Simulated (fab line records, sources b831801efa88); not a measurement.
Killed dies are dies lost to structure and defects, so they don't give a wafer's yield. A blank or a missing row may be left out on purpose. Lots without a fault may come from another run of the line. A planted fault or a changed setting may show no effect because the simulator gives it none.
Which tool did it? | flow sky130 | 6 lots, 18 wafers sampled, at 1 step of a route of 708

WHAT THE GAUGES READ, wafer by wafer
SKY_POLY_GATE_THK_MEAS_01.
lot  | measured     | on            | POLY_GATE_CVD_00_THK (nm)
L262 | day 14 14:38 | film_metro-02 | 183.0 183.5 182.8
L264 | day 16 01:19 | film_metro-01 | 178.7 176.9 178.9
L266 | day 16 13:43 | film_metro-01 | 179.7 181.4 179.7
L275 | day 19 14:54 | film_metro-02 | 181.9 182.9 181.8
L277 | day 20 21:52 | film_metro-03 | 181.4 180.0 180.2
L281 | day 21 14:39 | film_metro-03 | 182.0 182.0 182.7

WHICH TOOL RAN EACH LOT (tool, then ch and the chambers of the sampled wafers, then the start)
The record holds no process step before these readings.

THE ANSWER, worked out from the rows above alone
Rule: what is usual is taken from the lots themselves. Put in order of their means at a reading, lots are off if they are a third of the lots or fewer, leave a main group of 4 or more, and stand apart from it by a gap of 3 or more times the standard deviation of the main group's means; of several such gaps the widest counts. A main group whose means are all the same, to the digits that the tables above print for the reading, isn't used. A lot without any number at a reading at which 4 lots or more have one is off too. The other lots that the step has rows for count as sound.
No lot is off at any reading shown: from this, nothing can be told.

WHAT THE SIMULATOR HAD PUT IN
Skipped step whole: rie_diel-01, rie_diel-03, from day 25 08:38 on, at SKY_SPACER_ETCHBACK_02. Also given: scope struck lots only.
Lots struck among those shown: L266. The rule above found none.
